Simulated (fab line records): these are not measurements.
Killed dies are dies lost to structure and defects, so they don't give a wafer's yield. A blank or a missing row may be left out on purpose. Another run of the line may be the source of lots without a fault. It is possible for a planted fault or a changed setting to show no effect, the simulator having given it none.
A lot that was struck, set against a sound lot	flow sky130	43 out of 708 route steps
Sound: these wafers, L803.1, L803.4, L803.6. The struck wafers were L815.1, L815.2, L815.5. The cause is given at the end.
Per side, at each step with rows, come the tool, then ch with its chambers, and then its first start. Under that, the readings that differ: sound wafers	struck wafers	difference of the means	sigmas: that difference in standard deviations of wafers without a fault.
alike: same words and numbers on both sides, and readings whose means sit less than 2 such deviations apart. not compared: any withheld reading, any reading some wafer has no value for, any bound like >300 that may hide the same value, and any number with overlapping values for which the record gives no deviation.
The two part at a step that has a row with sigmas, a row that says differs or no value, or rows on one side only. Non-overlapping numbers with no deviation appear without sigmas and do not part them. A reading that every wafer of one side lacks parts them only if that side has two wafers or more.

first, 3 steps without rows for these wafers: SKY_METAL1_EXPOSE_12 (exposes mask MM1, target cd 140 nm); SKY_METAL1_PEB_13; SKY_METAL1_DEVELOP_14 (develop time 60 s).
SKY_METAL1_CD_MEAS_15 targets a cd of 140 nm.
  struck on cdSem-02, day 39 05:02; sound on cdSem-02, day 35 02:35
  alike: cdNm
SKY_METAL1_OVL_MEAS_16:
  struck on overlay-01, day 39 05:09; sound on overlay-01, day 35 02:42
reading	sound	struck	difference	sigmas
METAL1_OVL (nm)	-11 -14 -8	3 12 0	+16	+3
then, 2 steps without rows for these wafers: SKY_METAL1_DESCUM_17 (chemistry O2, time 8 s); SKY_METAL1_ETCH_18 (etches BARC in N2/H2, stops on SiO2, time 45.9 s, target depth 60 nm).
SKY_METAL1_METAL_ETCH_19: etches the open film in Cl2/BCl3, stops on SiO2, target depth 360 nm, time 78 s.
  sound on rieMetal-02 ch 0,1, day 35 02:50; struck on rieMetal-04 ch 0,1, day 39 05:17
  alike: drypumpMotorCurrentA, oesProductAu, rfFwdPowerW, throttleValvePct
  not compared: rfHoursCounterH
then, 4 steps without rows for these wafers: SKY_METAL1_STRIP_20 (strips in O2/N2); SKY_METAL1_STRIP_21 (strips in post etch residue remover, time 1200 s); SKY_METAL1_CLEAN_22 (cleans in IPA, time 180 s); SKY_METAL1_CLEAN_23 (cleans in O3/DIW).
SKY_VIA1_HDPCVD_00: deposits SiO2, target thk 1030 nm, time 171.7 s.
  sound on hdpcvd-01 ch 0,2, day 35 03:34; struck on hdpcvd-01 ch 1,2, day 39 05:58
SKY_VIA1_THK_MEAS_01:
  struck on filmMetro-02, day 39 06:05; sound on filmMetro-02, day 35 03:40
  alike: VIA1_HDPCVD_THK
SKY_VIA1_CMP_02: polishes SiO2.
  sound on cmp-02 ch 0,2,3, day 35 03:47; struck on cmp-02 ch 0,3, day 39 06:08
  alike: motorCurrentA, retainingRingPressureFrac
SKY_VIA1_BOW_MEAS_03:
  struck on filmMetro-01, day 39 06:26; sound on filmMetro-01, day 35 04:02
  alike: VIA1_BOW
then, 8 steps without rows for these wafers: SKY_VIA1_DEHYDRATE_04 (time 60 s); SKY_VIA1_HMDS_05 (prime time 60 s); SKY_VIA1_COAT_06 (resist thk 60 nm); SKY_VIA1_COAT_07 (resist thk 450 nm); SKY_VIA1_SOFTBAKE_08 (time 90 s); SKY_VIA1_EXPOSE_09 (exposes mask VIM, target cd 150 nm); SKY_VIA1_PEB_10; SKY_VIA1_DEVELOP_11 (develop time 60 s).
SKY_VIA1_CD_MEAS_12 targets a cd of 150 nm.
  struck on cdSem-01, day 40 07:17; sound on cdSem-01, day 36 06:36
  alike: cdNm
SKY_VIA1_OVL_MEAS_13:
  struck on overlay-01, day 40 07:24; sound on overlay-02, day 36 06:43
  alike: VIA1_OVL
then, 2 steps without rows for these wafers: SKY_VIA1_ETCH_14 (etches BARC in N2/H2, stops on SiO2, time 45.9 s, target depth 60 nm); SKY_VIA1_ETCH_15 (etches SiO2 in C4F8/O2/Ar, stops on TiN, target depth 351 nm, time 54 s).
SKY_VIA1_STRIP_16: strips in O2/N2.
  sound on plasmaAsher-04 ch 0,1, day 36 06:51; struck on plasmaAsher-01 ch 0,1, day 40 07:32
  alike: drypumpMotorCurrentA, oesProductAu, stripTimeToEndpointS
  not compared: rfHoursCounterH
then, 4 steps without rows for these wafers: SKY_VIA1_STRIP_17 (strips in post etch residue remover, time 1200 s); SKY_VIA1_CLEAN_18 (cleans in IPA, time 180 s); SKY_VIA1_CLEAN_19 (cleans in O3/DIW); SKY_VIA1_SPUTTER_20 (material TiN, target thk 20 nm, time 80 s).
SKY_VIA1_CVD_21: deposits W, target thk 270 nm, time 80.902 s.
  sound on cvdW-02 ch 0,1, day 36 07:30; struck on cvdW-01 ch 0,1, day 40 08:11
  alike: heaterPowerW
SKY_VIA1_RS_MEAS_22: measures by four-point-probe.
  struck on filmMetro-03, day 40 08:16; sound on filmMetro-02, day 36 07:35
  alike: VIA1_W_RS
SKY_VIA1_THK_MEAS_23: measures by xrf.
  struck on filmMetro-03, day 40 08:23; sound on filmMetro-02, day 36 07:43
  alike: VIA1_W_THK
then, 4 steps without rows for these wafers: SKY_VIA1_CMP_24 (polishes, stops on SiO2, t overpolish 15 s, target thk 0 nm); SKY_METAL2_SPUTTER_00 (material Ti, target thk 15 nm, time 10 s); SKY_METAL2_SPUTTER_01 (material TiN, target thk 20 nm, time 16.7 s); SKY_METAL2_SPUTTER_02 (material AlCu, target thk 250 nm, time 13.3 s).
SKY_METAL2_SPUTTER_03: material Ti, target thk 5 nm, time 3.3 s.
  struck on pvdSputter-03, day 40 08:50; sound on pvdSputter-03, day 36 08:08
  alike: throttleValvePct
then, 1 step without rows for these wafers: SKY_METAL2_SPUTTER_04 (material TiN, target thk 70 nm, time 58.3 s).
-- the record jumps here: 10 days lie between the struck wafers' starts before and after (it left off in module METAL2 and takes up again in module PAD_OPEN, whose first step shown is number 708 of the route) --
SKY_PAD_OPEN_PROBE_99:
  struck on prober-01, day 50 09:50; sound on prober-01, day 47 13:18
reading	sound	struck	difference	sigmas
defectLimitedYield (%)	83.3 82.3 85.2	79.7 74.6 81.1	-5.1	-3
killed_at_M0_to_M3	40 45 34	45 85 48	+20	+3
killedDies	82 87 73	100 125 93	+25	+3
sort_bin_3_pad_short (%)	0.8 1.0 0.6	2.4 3.7 2.6	+2.1	+5
sort_bin_5_function (%)	9.3 8.9 9.6	10.6 16.1 11.2	+3.4	+3
sortNPass	410 405 419	392 367 399	-25	-3
sortYieldPct (%)	83.3 82.3 85.2	79.7 74.6 81.1	-5.1	-3
model.etest.tester.sortNPass	410 405 419	392 367 399	-25	
model.etest.tester.sortYieldPct (%)	83.33 82.32 85.16	79.67 74.59 81.1	-5.15	
model.etest.tester.sort_bin_5_pct (%)	9.35 8.943 9.553	10.57 16.06 11.18	+3.32	
model.etest.tester.sort_bin_3_pct (%)	0.813 1.016 0.6098	2.439 3.659 2.642	+2.100	
  alike: killed_at_M4_up, killedAtContacts, killedAtFrontEnd, killedAtOther, killedOpen, killedShort, sort_bin_6_memory

## WHERE THEY PART
Last at SKY_PAD_OPEN_PROBE_99 as far as this record goes, first at SKY_METAL1_OVL_MEAS_16.

WHY: what had been put in by the simulator
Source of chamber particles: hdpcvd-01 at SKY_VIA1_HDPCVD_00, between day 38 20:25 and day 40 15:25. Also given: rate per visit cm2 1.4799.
